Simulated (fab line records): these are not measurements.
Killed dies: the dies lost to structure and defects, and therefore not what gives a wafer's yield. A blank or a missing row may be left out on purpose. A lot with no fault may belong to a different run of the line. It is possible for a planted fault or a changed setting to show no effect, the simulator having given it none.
fab line records -- flow sky130 -- part 2 of 2: steps 44 to 44 of 44
record: lots: 6, wafers: 18, last-day: 51
route steps=708 shown VIA2@522 METAL3@532 CAPM@537 PAD_OPEN@708
lots that met no fault: taken from a fault-free run of the same line
start-h: start of the lot's first displayed wafer, in hours after the record's first day -- wait-h: hours from the lot's prior step to this one -- " as in the row above -- L1.1+2: a row that stands for several wafers -- - either no value or no given start -- * or withheld: withheld -- < > ~ a bound
route shown NAME@n: a module of which the file shows steps, and the number in the route of the first -- usual: average and standard deviation across the fault-free wafers -- same: alike in all rows -- chamber/n: place in a boat -- sites: per-site readings -- _std_site: the values' standard deviation -- _edge_site: the outer-site mean with the inner-site mean subtracted -- radius-mm: how far each site lies from the wafer's centre -- mask NAME#n: copy n -- behind: the most recent tool/chamber to have shaped the wafer -- hold: reason for holding the lot/hours on hold/outcome of the hold -- device: transistor that didn't switch, given as n, p or np -- end of line: the route-end tests of the same wafers -- step lacking rows: just its recipe -- killed: at the first sort, the dies lost to defects and structure; wafer yield is something else -- map: dies across one wafer; x = killed, . = not, _ = none there
set.NAME: setting as actually run; set.NAME@STEP: the setting as run at that earlier step -- model.NAME: the simulator's own value behind a step, which no gauge read
lots at some steps of the route; a table a step, a row a wafer
services: from which hour (start-h, from the record's first day; less than 0 if before it) a tool's chamber was out of use, for how many hours, and why
== steps ==
step: SKY_PAD_OPEN_PROBE_99
usual: defect-limited-yield: 82.4/1.8, killed_at_M0_to_M3: 43/6.6, killed_at_M4_up: 3.1/1.9, killed-at-contacts: 24/5.2, killed-at-front-end: 16/4.5, killed-at-other: 0.4/0.62, killed-dies: 87/9, killed-open: 48/7, killed-short: 39/6.2, sort_bin_3_pad_short: 0.9/0.44, sort_bin_5_function: 10.3/1.3, sort_bin_6_memory: 6.5/1.1, sort-n-pass: 405/9, sort-yield-pct: 82.4/1.8
same: gross-dies: 492, killed-at-back-side: 0, sort_bin_4_leakage[%]: 0, sort_bin_8_speed[%]: 0
lot.wafer,tool,chamber,start-h,wait-h,defect-limited-yield[%],killed_at_M0_to_M3,killed_at_M4_up,killed-at-contacts,killed-at-front-end,killed-at-other,killed-dies,killed-open,killed-short,sort_bin_3_pad_short[%],sort_bin_5_function[%],sort_bin_6_memory[%],sort-n-pass,sort-yield-pct[%],model.etest.met3.line-ohm-um,model.etest.met3.rs-ohm-sq
L711.2,prober-01,-,1104.84,0.1,82.3,46,1,20,20,0,87,53,33,1.4,9.3,6.9,405,82.3,0.1395,0.04173
L711.3,prober-01,-,1104.89,0.2,83.7,32,5,27,15,1,80,48,32,1.0,10.2,5.1,412,83.7,0.1413,0.04247
L711.6,prober-01,-,1105.04,0.2,83.7,52,2,20,6,0,80,47,33,0.4,9.8,6.1,412,83.7,0.1436,0.04248
L718.2,prober-01,-,1143.21,0.1,81.5,47,4,23,17,0,91,52,39,1.2,12.4,4.9,401,81.5,0.145,0.04243
L718.5,prober-01,-,1143.36,0.2,80.3,45,1,26,24,1,97,53,43,1.8,10.4,7.5,395,80.3,0.1413,0.04213
L718.6,prober-01,-,1143.41,0.2,80.9,37,5,26,25,1,94,53,41,0.8,12.4,5.9,398,80.9,0.1426,0.04301
L719.1,prober-02,-,1146.52,0.1,81.7,49,2,22,16,1,90,42,47,0.8,12.0,5.5,402,81.7,0.1568,0.04629
L719.3,prober-02,-,1146.62,0.2,79.7,52,3,28,16,1,100,52,48,1.4,10.8,8.1,392,79.7,0.1525,0.04509
L719.5,prober-02,-,1146.72,0.2,83.5,41,2,19,19,0,81,44,37,0.6,9.8,6.1,411,83.5,0.1535,0.04581
L720.1,prober-01,-,1150.65,0.1,80.9,43,2,25,24,0,94,53,41,0.8,11.0,7.3,398,80.9,0.1499,0.04488
L720.4,prober-01,-,1150.80,0.2,82.5,47,7,19,13,0,86,45,41,1.4,11.4,4.7,406,82.5,0.1533,0.04512
L720.5,prober-01,-,1150.85,0.2,81.9,36,4,31,18,0,89,57,32,1.0,9.6,7.5,403,81.9,0.15,0.04461
L721.2,prober-02,-,1152.20,0.1,82.5,34,4,31,16,1,86,46,39,0.8,9.6,7.1,406,82.5,0.1455,0.04286
L721.3,prober-02,-,1152.25,0.2,81.9,34,4,28,21,2,89,45,43,1.8,10.6,5.7,403,81.9,0.1417,0.04219
L721.4,prober-02,-,1152.30,0.2,82.3,41,4,19,20,3,87,46,40,0.4,10.4,6.9,405,82.3,0.1414,0.04219
L733.2,prober-01,-,1219.16,0.1,84.6,38,2,18,18,0,76,44,31,0.6,9.1,5.7,416,84.6,0.1428,0.04295
L733.3,prober-01,-,1219.21,0.2,79.5,53,3,27,18,0,101,52,49,1.6,10.8,8.1,391,79.5,0.142,0.04245
L733.5,prober-01,-,1219.31,0.2,82.9,41,6,19,18,0,84,37,47,0.8,10.2,6.1,408,82.9,0.142,0.04254
killed by level:class
L711.2 VIA1:geometric-particle:open=12 CONTACT:geometric-particle:open=11 VIA3:geometric-particle:open=9 FIELD_ISO:geometric-particle:short=6 VIA1:geometric-particle:short=6 FIELD_ISO:geometric-particle:open=5 LI_CONTACT:geometric-particle:open=5 METAL3:geometric-particle:short=5
L711.3 CONTACT:geometric-particle:open=11 METAL1:geometric-particle:short=8 LI_CONTACT:geometric-particle:open=7 VIA1:geometric-particle:open=7 VIA3:geometric-particle:open=6 FIELD_ISO:geometric-particle:short=5 FIELD_ISO:geometric-particle:open=4 SPACER:geometric-particle:open=3
L711.6 VIA1:geometric-particle:open=16 VIA3:geometric-particle:open=11 METAL2:geometric-particle:short=6 CONTACT:geometric-particle:short=6 CONTACT:geometric-particle:open=6 VIA1:geometric-particle:short=5 LI_CONTACT:geometric-particle:open=4 VIA3:geometric-particle:short=4
L718.2 VIA1:geometric-particle:open=12 CONTACT:geometric-particle:open=7 VIA2:geometric-particle:open=7 FIELD_ISO:geometric-particle:short=6 FIELD_ISO:geometric-particle:open=5 LI_CONTACT:geometric-particle:open=5 VIA2:geometric-particle:short=5 METAL2:geometric-particle:short=5
L718.5 FIELD_ISO:geometric-particle:open=8 VIA1:geometric-particle:open=8 LI_CONTACT:geometric-particle:open=7 CONTACT:geometric-particle:open=7 VIA2:geometric-particle:open=7 LOCAL_INTERCONNECT:geometric-particle:short=6 CONTACT:geometric-particle:short=6 VIA3:geometric-particle:open=5
L718.6 CONTACT:geometric-particle:open=10 VIA1:geometric-particle:open=9 LI_CONTACT:geometric-particle:open=9 FIELD_ISO:geometric-particle:open=8 POLY_GATE:geometric-particle:short=5 POLY_GATE:geometric-particle:open=5 CONTACT:geometric-particle:short=5 METAL2:geometric-particle:short=5
L719.1 VIA2:geometric-particle:open=11 CONTACT:geometric-particle:open=10 VIA1:geometric-particle:short=8 VIA1:geometric-particle:open=7 FIELD_ISO:geometric-particle:short=6 VIA2:geometric-particle:short=5 CONTACT:geometric-particle:short=5 POLY_GATE:geometric-particle:short=5
L719.3 VIA3:geometric-particle:open=11 CONTACT:geometric-particle:open=10 LI_CONTACT:geometric-particle:open=9 VIA1:geometric-particle:short=8 METAL2:geometric-particle:short=8 VIA2:geometric-particle:open=7 VIA1:geometric-particle:open=6 FIELD_ISO:geometric-particle:short=5
L719.5 CONTACT:geometric-particle:open=11 VIA3:geometric-particle:open=10 VIA1:geometric-particle:short=9 POLY_GATE:geometric-particle:short=7 VIA2:geometric-particle:open=7 FIELD_ISO:geometric-particle:short=6 VIA1:geometric-particle:open=6 METAL3:geometric-particle:short=4
L720.1 CONTACT:geometric-particle:open=12 VIA1:geometric-particle:open=10 POLY_GATE:geometric-particle:open=9 CONTACT:geometric-particle:short=6 VIA2:geometric-particle:open=6 VIA2:geometric-particle:short=5 VIA3:geometric-particle:open=5 METAL2:geometric-particle:short=5
L720.4 VIA1:geometric-particle:open=12 CONTACT:geometric-particle:open=8 VIA1:geometric-particle:short=6 LI_CONTACT:geometric-particle:open=5 VIA3:geometric-particle:open=5 VIA3:geometric-particle:short=5 FIELD_ISO:geometric-particle:short=4 METAL4:geometric-particle:short=4
L720.5 CONTACT:geometric-particle:open=13 VIA2:geometric-particle:open=12 LI_CONTACT:geometric-particle:open=8 FIELD_ISO:geometric-particle:open=6 VIA3:geometric-particle:open=5 METAL1:geometric-particle:short=5 POLY_GATE:geometric-particle:open=4 CONTACT:geometric-particle:short=4
L721.2 CONTACT:geometric-particle:open=10 VIA1:geometric-particle:open=9 LOCAL_INTERCONNECT:geometric-particle:short=7 VIA2:geometric-particle:open=7 METAL1:geometric-particle:short=6 POLY_GATE:geometric-particle:short=5 LI_CONTACT:geometric-particle:open=5 CONTACT:geometric-particle:short=5
L721.3 CONTACT:geometric-particle:open=10 VIA3:geometric-particle:open=7 FIELD_ISO:geometric-particle:open=6 FIELD_ISO:geometric-particle:short=6 LI_CONTACT:geometric-particle:open=5 CONTACT:geometric-particle:short=5 VIA1:geometric-particle:open=5 LOCAL_INTERCONNECT:geometric-particle:short=4
L721.4 VIA3:geometric-particle:open=12 CONTACT:geometric-particle:open=7 VIA2:geometric-particle:open=7 FIELD_ISO:geometric-particle:open=6 LI_CONTACT:geometric-particle:short=5 VIA2:geometric-particle:short=5 POLY_GATE:geometric-particle:short=4 METAL1:geometric-particle:short=4
L733.2 VIA1:geometric-particle:open=11 LI_CONTACT:geometric-particle:open=9 VIA2:geometric-particle:open=8 FIELD_ISO:geometric-particle:short=5 POLY_GATE:geometric-particle:short=5 METAL2:geometric-particle:short=4 VIA1:geometric-particle:short=4 LOCAL_INTERCONNECT:geometric-particle:short=3
L733.3 CONTACT:geometric-particle:open=10 METAL2:geometric-particle:short=9 VIA1:geometric-particle:open=8 VIA3:geometric-particle:open=8 VIA3:geometric-particle:short=7 LI_CONTACT:geometric-particle:open=5 METAL1:geometric-particle:short=5 VIA2:geometric-particle:open=5
L733.5 CONTACT:geometric-particle:open=8 VIA2:geometric-particle:open=7 VIA1:geometric-particle:open=6 CONTACT:geometric-particle:short=6 METAL1:geometric-particle:short=6 VIA3:geometric-particle:open=6 POLY_GATE:geometric-particle:short=5 POLY_GATE:geometric-particle:open=5
== services ==
tool,chamber,start-h,hours,kind
rie-metal-04,0,858.65,24.5,repair
cmp-02,-,867.86,8.9,pm
cmp-01,-,874.09,0.3,repair
cmp-02,-,881.98,0.5,repair
pvd-sputter-04,-,887.49,4.1,repair
plasma-asher-04,-,887.83,0.8,repair
rie-metal-02,-,895.60,1.4,pm
plasma-asher-04,-,910.53,2.4,repair
cmp-02,-,912.00,4.0,pm
rie-metal-02,0,937.71,21.2,repair
rie-metal-04,-,939.14,4.5,repair
pecvd-02,0,942.65,15.9,repair
plasma-asher-01,-,947.69,1.3,repair
cmp-02,-,962.96,6.8,pm
cmp-01,-,969.76,14.7,pm
pvd-sputter-02,-,979.68,1.3,repair
pecvd-02,-,980.28,14.6,pm
rie-metal-02,0,982.23,2.6,repair
rie-metal-04,-,1013.43,2.8,pm
cmp-01,-,1042.16,0.9,repair
cmp-01,-,1046.11,2.8,pm
rie-metal-04,-,1073.63,3.2,repair
pvd-sputter-03,-,1073.99,4.0,repair
cmp-02,-,1074.13,1.3,repair
== key ==
first-sign: step: SKY_METAL3_SPUTTER_02, reading: chamber-pressure-pa, direction: up, sigmas: 99+, usual: 0.4000, struck: 0.4958
effect: step: SKY_METAL3_SPUTTER_02, reading: throttle-valve-pct, direction: down, sigmas: 3.3, usual: 29.6, struck: 26.5
effect: step: SKY_METAL3_METAL_ETCH_18, reading: oes-product-au, direction: down, sigmas: 3.5, usual: 0.865, struck: 0.843
model-effect: step: SKY_METAL3_SPUTTER_02, value: AlCu_of_METAL3_SPUTTER_02.thk-nm, without: 728.3, struck: 692.7
model-effect: step: SKY_METAL3_METAL_ETCH_18, value: METAL3.feature-depth-nm, without: 858, struck: 822.3
model-effect: step: SKY_PAD_OPEN_PROBE_99, value: etest.met3.line-ohm-um, without: 0.1451, struck: 0.1527
met-at SKY_METAL3_SPUTTER_02
struck-wafers L719.1,L719.3,L719.5,L720.1,L720.4,L720.5
onset-between 926.19 930.07
fault: kind: process-parameter-drift, tool: pvd-sputter-02, chamber: -, onset-h: 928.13, steps: SKY_METAL3_SPUTTER_02, channel: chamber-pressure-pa, offset: 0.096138, shape: step, end-h: 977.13, acts-in: these-recipes-only, stated: 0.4
